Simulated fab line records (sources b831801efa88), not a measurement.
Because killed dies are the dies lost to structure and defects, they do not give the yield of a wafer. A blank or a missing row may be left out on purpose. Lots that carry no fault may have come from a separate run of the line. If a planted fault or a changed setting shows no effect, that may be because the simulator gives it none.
Which tool was responsible? -- flow sky130 -- Sampling: 14 lots, 41 wafers, 3 of 708 route steps

WHAT THE GAUGES READ, wafer by wafer
SKY_LI_CONTACT_RS_MEAS_22: the measuring method here is four-point-probe.
lot,measured,on,LI_CONTACT_W_RS (ohm/sq)
L351,day 29 21:50,filmMetro-03,0.2912 0.2855 0.2863
L352,day 30 07:53,filmMetro-01,0.2857 0.2872 0.2850
L353,day 30 12:29,filmMetro-03,0.2842 0.2817 0.2876
L355,day 31 03:22,filmMetro-03,0.2857 0.2877 0.2892
L357,day 31 19:24,filmMetro-03,0.2838 0.2874 0.2848
L356,day 31 23:18,filmMetro-03,0.2870 0.2856 0.2861
L358,day 32 01:04,filmMetro-01,0.2880 0.2812 0.2850
L359,day 32 01:53,filmMetro-03,0.2858 0.2847 0.2843
L360,day 32 06:03,filmMetro-03,0.2896 0.2889 0.2896
L362,day 33 16:32,filmMetro-02,0.2856 0.2871 0.2877
L369,day 35 00:53,filmMetro-02,0.2866 0.5052
L370,day 35 14:18,filmMetro-01,0.2835 0.5039 0.2866
L372,day 36 00:19,filmMetro-03,0.2845 0.2906 0.2905
L373,day 36 03:11,filmMetro-01,0.2853 0.2895 0.2916

SKY_LI_CONTACT_THK_MEAS_23: measures by xrf.
lot,measured,on,LI_CONTACT_W_THK (nm)
L351,day 29 21:57,filmMetro-03,374 381 380
L352,day 30 07:59,filmMetro-01,379 377 379
L353,day 30 12:37,filmMetro-03,389 391 382
L355,day 31 03:28,filmMetro-03,383 384 379
L357,day 31 19:31,filmMetro-03,385 382 384
L356,day 31 23:25,filmMetro-03,383 383 383
L358,day 32 01:11,filmMetro-01,377 382 381
L359,day 32 02:01,filmMetro-03,388 393 392
L360,day 32 06:08,filmMetro-03,384 382 384
L362,day 33 16:40,filmMetro-02,388 385 387
L369,day 35 00:59,filmMetro-02,384 222
L370,day 35 14:23,filmMetro-01,386 220 381
L372,day 36 00:25,filmMetro-03,383 374 375
L373,day 36 03:19,filmMetro-01,380 374 374

WHAT TOOL EACH LOT RAN ON (gives the tool, then ch and the chambers of the sampled wafers, and finally the start)
lot,SKY_LI_CONTACT_CVD_21
L351,"cvdW-02 ch 0,1, day 29 21:41"
L352,"cvdW-02 ch 0,1, day 30 07:45"
L353,"cvdW-01 ch 0,1, day 30 12:22"
L355,"cvdW-01 ch 1, day 31 03:11"
L357,"cvdW-02 ch 0,1, day 31 19:16"
L356,"cvdW-02 ch 0,1, day 31 23:11"
L358,"cvdW-02 ch 0,1, day 32 00:56"
L359,"cvdW-01 ch 0,1, day 32 01:46"
L360,"cvdW-01 ch 0,1, day 32 05:54"
L362,"cvdW-02 ch 0, day 33 16:25"
L369,"cvdW-02 ch 0, day 35 00:45"
L370,"cvdW-02 ch 0,1, day 35 14:09"
L372,"cvdW-01 ch 0,1, day 36 00:10"
L373,"cvdW-01 ch 0,1, day 36 03:04"
- SKY_LI_CONTACT_CVD_21: deposits W, target thk 400 nm, time 120.56 s.

WHAT THE TOOLS THEMSELVES READ (means of the sampled wafers that have a number; where no wafer has one, the mark that the record gives instead)
SKY_LI_CONTACT_CVD_21.
lot,tool,heaterPowerW (W)
L351,cvdW-02,848
L352,cvdW-02,830
L353,cvdW-01,726
L355,cvdW-01,776
L357,cvdW-02,819
L356,cvdW-02,841
L358,cvdW-02,847
L359,cvdW-01,739
L360,cvdW-01,755
L362,cvdW-02,803
L369,cvdW-02,810
L370,cvdW-02,863
L372,cvdW-01,749
L373,cvdW-01,727

THE ANSWER, worked out from the rows above alone
Rule: what is usual is taken from the lots themselves. The widest of any qualifying gaps counts: lots, ordered by their means at a reading, are off when they make up no more than a third of the lots, leave a main group of 4 or more, and stand apart from it by 3 or more times the standard deviation of that group's means. A main group whose means are all the same, to the digits that the tables above print for the reading, isn't used. A lot without any number at a reading at which 4 lots or more have one is off too. Where the step has rows for the other lots, those lots are counted as sound. First the gauges in route order, then the tools' own readings, where a lot's mean is used as printed above. At the first step where some lot is off, the reading lying furthest off is the one used; lots without a number count as furthest.
Off: L369, L370, at SKY_LI_CONTACT_RS_MEAS_22 (LI_CONTACT_W_RS). The main group has a mean of 0.2867 ohm/sq with a standard deviation of 0.0016.
If a tool, at a process step before that reading, ran all the lots that are off and no sound lot after the first of them, it fits. The gauges at SKY_LI_CONTACT_RS_MEAS_22 are tried like those tools. One candidate fits, namely cvdW-02 at SKY_LI_CONTACT_CVD_21. Its last sound lot is L362 (day 33 16:25), its first lot that is off L369 (day 35 00:45): a fault that began between those two fits.

WHAT THE SIMULATOR HAD INSERTED
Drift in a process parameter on cvdW-02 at SKY_LI_CONTACT_CVD_21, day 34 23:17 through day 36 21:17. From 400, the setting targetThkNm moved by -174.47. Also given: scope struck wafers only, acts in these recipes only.
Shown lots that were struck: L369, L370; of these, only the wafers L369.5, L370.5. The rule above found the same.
